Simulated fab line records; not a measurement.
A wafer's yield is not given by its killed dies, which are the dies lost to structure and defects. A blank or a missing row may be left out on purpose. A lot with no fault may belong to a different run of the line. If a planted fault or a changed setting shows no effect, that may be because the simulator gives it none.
Comparing a struck lot with a sound one -- flow sky130 -- 26 steps out of a route of 708
Sound: the wafers L934.1, L934.5, L934.6. Struck: wafer L938.5. (L938.1, L938.4 of the same lot were not struck and are left out.) The cause comes at the end.
Order at every step that has rows: each side's tool, ch and its chambers, its first start. Under that, the readings that differ: sound wafers -- struck wafers -- difference of the means -- sigmas: that difference in standard deviations of wafers without a fault.
alike: words and numbers the same on both sides, and readings whose means are apart by under 2 such deviations; not compared: readings that were withheld, readings missing a value for some wafer, numbers with overlapping values and no deviation given by the record, and bounds like >300 which may hide the same value.
A row with sigmas, a row that says differs or no value, or rows on one side alone: a step with any of these is where the two part. Non-overlapping numbers with no deviation appear without sigmas and do not part them. A reading missing from all wafers of one side parts the sides only when that side holds two or more wafers.

first, 8 steps without rows for these wafers: SKY_FIELD_ISO_DEHYDRATE_05 (time 60 s); SKY_FIELD_ISO_HMDS_06 (prime time 60 s); SKY_FIELD_ISO_COAT_07 (resist thk 60 nm); SKY_FIELD_ISO_COAT_08 (resist thk 450 nm); SKY_FIELD_ISO_SOFTBAKE_09 (time 90 s); SKY_FIELD_ISO_EXPOSE_10 (exposes mask FOM, target cd 150 nm); SKY_FIELD_ISO_PEB_11; SKY_FIELD_ISO_DEVELOP_12 (develop time 60 s).
SKY_FIELD_ISO_CD_MEAS_13: the cd target is 150 nm.
  struck on cd-sem-02, day 3 17:55; sound on cd-sem-01, day 2 19:55
  alike: cd-nm
SKY_FIELD_ISO_ETCH_14: etches BARC in N2/H2, stops on SiO2, time 45.9 s, target depth 60 nm.
  sound on rie-diel-04 ch 0,2,3, day 2 20:02; struck on rie-diel-01 ch 3, day 3 18:02
  alike: drypump-motor-current-A, oes-product-au, throttle-valve-pct
  not compared: rf-hours-counter-h
SKY_FIELD_ISO_ETCH_15: etches the open film in CHF3/O2, stops on Si, target depth 180 nm, time 72 s.
  sound on rie-diel-04 ch 0,2,3, day 2 20:04; struck on rie-diel-01 ch 3, day 3 18:04
reading,sound,struck,difference,sigmas
throttle-valve-pct (%),8.842 8.829 8.827,8.853,+0.020,+2
  alike: drypump-motor-current-A, oes-product-au
  not compared: rf-hours-counter-h
SKY_FIELD_ISO_STRIP_16: strips in O2/N2.
  sound on plasma-asher-01 ch 0,1, day 2 20:08; struck on plasma-asher-01 ch 0, day 3 18:08
  alike: drypump-motor-current-A, oes-product-au, strip-time-to-endpoint-s
  not compared: rf-hours-counter-h
SKY_FIELD_ISO_ETCH_17: etches Si in HBr/Cl2/O2, target depth 342 nm, time 97.7 s.
  sound on rie-si-02 ch 1,2,3, day 2 20:14; struck on rie-si-02 ch 3, day 3 18:14
reading,sound,struck,difference,sigmas
oes-product-au (a.u.),1.017 1.001 1.003,0.770,-0.237,-26
throttle-valve-pct (%),25.635 25.659 25.659,25.802,+0.151,+13
model.etch.depth-nm (nm),350.8 341 343.8,224,-121,
model.FIELD_ISO.feature-depth-nm (nm),350.8 341 343.8,224,-121,
model.Si3N4_of_FIELD_ISO_CVD_03.thk-nm (nm),150.8 148.2 150.9,154.9,+4.9,
  alike: drypump-motor-current-A
  not compared: rf-hours-counter-h
then, 5 steps without rows for these wafers: SKY_FIELD_ISO_WET_ETCH_18 (etches Si3N4 in H3PO4, target depth 25 nm, time 286 s); SKY_FIELD_ISO_CLEAN_19 (cleans in SC1/SC2, time 150 s); SKY_FIELD_ISO_CLEAN_20 (cleans in dHF, time 20 s); SKY_FIELD_ISO_WET_ETCH_21 (etches SiO2 in dHF, target depth 20 nm, time 400 s); SKY_FIELD_ISO_OXIDATION_22 (stabilise 600 s, purge 300 s, target thk 10 nm).
SKY_FIELD_ISO_THK_MEAS_23:
  struck on film-metro-04, day 3 20:08; sound on film-metro-03, day 2 21:45
  alike: FIELD_ISO_OXIDATION_01_THK
then, 1 step without rows for these wafers: SKY_FIELD_ISO_CVD_24 (deposits SiO2, target thk 595 nm, time 99.2 s).
SKY_FIELD_ISO_THK_MEAS_25:
  struck on film-metro-03, day 3 20:20; sound on film-metro-03, day 2 21:53
  alike: FIELD_ISO_CVD_24_THK
then, 1 step without rows for these wafers: SKY_FIELD_ISO_ANNEAL_26 (time 1800 s).
SKY_FIELD_ISO_CMP_27: polishes, stops on Si3N4, t overpolish 16 s, target thk 457.8 nm.
  sound on cmp-01 ch 0,1, day 3 00:11; struck on cmp-01 ch 3, day 3 22:18
reading,sound,struck,difference,sigmas
retaining-ring-pressure-frac,1.008 0.999 1.006,0.992,-0.012,-3
  alike: motor-current-A, overpolish-run-s, platen-rpm, time-to-endpoint-s
SKY_FIELD_ISO_WET_ETCH_28: etches SiO2 in dHF, target depth 23.7 nm, time 47 s.
  sound on wet-bench-03 ch 0, day 3 00:26; struck on wet-bench-04 ch 2, day 3 22:30
reading,sound,struck,difference,sigmas
model.Si3N4_of_FIELD_ISO_CVD_03.thk-nm (nm),119.8 117.2 119.9,123.4,+4.4,
then, 1 step without rows for these wafers: SKY_FIELD_ISO_WET_ETCH_29 (etches Si3N4 in H3PO4, target depth 160 nm, time 1825 s).
-- the record jumps here: 43 days lie between the struck wafers' starts before and after (it left off in module FIELD_ISO and takes up again in module PAD_OPEN, whose first step shown is number 708 of the route) --
SKY_PAD_OPEN_PROBE_99:
  struck on prober-01, day 47 06:58; sound on prober-01, day 46 03:50
reading,sound,struck,difference,sigmas
killed-open,44 51 40,61,+16,+2
model.etest.pfet_16v.r-on-ohm-um,1.556e+04 1.487e+04 1.509e+04,1.229e+04,-2.883e+03,
model.etest.res_p_drift_20v.line-ohm-um,1.152e+04 1.074e+04 1.122e+04,7623,-3537,
model.etest.res_p_drift_20v.rs-ohm-sq,9819 8985 9370,6489,-2902,
model.etest.res-iso-pwell.rs-ohm-sq,3118 2785 2942,1927,-1021,
model.etest.res-iso-pwell.line-ohm-um,1178 1037 1109,718.7,-389.3,
model.etest.res-nwell.line-ohm-um,1205 1118 1167,843.2,-320.1,
model.etest.res-nwell.rs-ohm-sq,992.6 938.5 974,692.1,-276.3,
  alike: killed_at_M0_to_M3, killed_at_M4_up, killed-at-contacts, killed-at-front-end, killed-at-other, killed-dies, killed-short
  not compared: model.etest.nfet_16v.r-on-ohm-um

== WHERE THEY PART ==
At SKY_FIELD_ISO_ETCH_15 first; at SKY_PAD_OPEN_PROBE_99 last (within this record only).

WHY: what the simulator had put in
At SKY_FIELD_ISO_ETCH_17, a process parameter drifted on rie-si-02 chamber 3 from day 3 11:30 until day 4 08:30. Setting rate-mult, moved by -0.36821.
